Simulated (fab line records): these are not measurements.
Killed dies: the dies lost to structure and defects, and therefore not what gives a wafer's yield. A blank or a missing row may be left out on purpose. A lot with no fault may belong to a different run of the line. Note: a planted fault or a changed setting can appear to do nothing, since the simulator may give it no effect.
Matching of chambers / flow gf180mcu / rie diel-01 running GF_V1_ETCH_16: 4 sister chambers
The step etches BARC in N2/H2. 8 wafers are shown with their chamber, then 9 later ones without.

== WAFERS WITH THEIR CHAMBER ==
wafer=L077.1; chamber=2; drypump motor current A (A)=6.3; throttle valve pct (%)=13.221
wafer=L083.4; chamber=2; drypump motor current A (A)=6.3; throttle valve pct (%)=13.220
wafer=L087.4; chamber=0; drypump motor current A (A)=5.9; throttle valve pct (%)=13.244
wafer=L087.5; chamber=3; drypump motor current A (A)=6.4; throttle valve pct (%)=13.220
wafer=L087.6; chamber=1; drypump motor current A (A)=6.0; throttle valve pct (%)=13.227
wafer=L089.1; chamber=0; drypump motor current A (A)=5.8; throttle valve pct (%)=13.234
wafer=L089.2; chamber=1; drypump motor current A (A)=6.0; throttle valve pct (%)=13.221
wafer=L089.3; chamber=3; drypump motor current A (A)=6.4; throttle valve pct (%)=13.208

== WAFERS WITHOUT THEIR CHAMBER ==
wafer=L089.4; drypump motor current A (A)=6.3; throttle valve pct (%)=13.213
wafer=L089.5; drypump motor current A (A)=6.0; throttle valve pct (%)=13.224
wafer=L089.6; drypump motor current A (A)=5.8; throttle valve pct (%)=13.220
wafer=L092.1; drypump motor current A (A)=6.4; throttle valve pct (%)=13.219
wafer=L092.2; drypump motor current A (A)=5.8; throttle valve pct (%)=13.238
wafer=L092.3; drypump motor current A (A)=6.0; throttle valve pct (%)=13.225
wafer=L095.1; drypump motor current A (A)=5.8; throttle valve pct (%)=13.235
wafer=L095.2; drypump motor current A (A)=6.4; throttle valve pct (%)=13.223
wafer=L095.6; drypump motor current A (A)=5.8; throttle valve pct (%)=13.224

== EACH ONE'S CHAMBER ==
wafer=L089.4; from the rows above=can't be placed: 2 or 3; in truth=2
wafer=L089.5; from the rows above=1; in truth=1
wafer=L089.6; from the rows above=0; in truth=0
wafer=L092.1; from the rows above=can't be placed: 3 or 2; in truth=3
wafer=L092.2; from the rows above=0; in truth=0
wafer=L092.3; from the rows above=1; in truth=1
wafer=L095.1; from the rows above=0; in truth=0
wafer=L095.2; from the rows above=can't be placed: 3 or 2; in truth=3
wafer=L095.6; from the rows above=0; in truth=0
Correctly placed: 6 of 9. These rows do not allow placing 3 (true chamber among the candidates in 3). Number placed wrongly: 0.
How it was worked out, from the rows above alone: a wafer's distance from a chamber is the root of the sum, over the readings, of the square of ((its reading less the chamber's mean) divided by the reading's scatter). If the next closest chamber is less than 2 further off than the closest, the wafer can't be placed; otherwise it belongs to the closest. For every chamber, the mean is computed from those of its wafers that are shown. The scatter: the root of (the sum of the squares of (reading less its chamber's mean) over the shown wafers, divided by (wafers less chambers)).
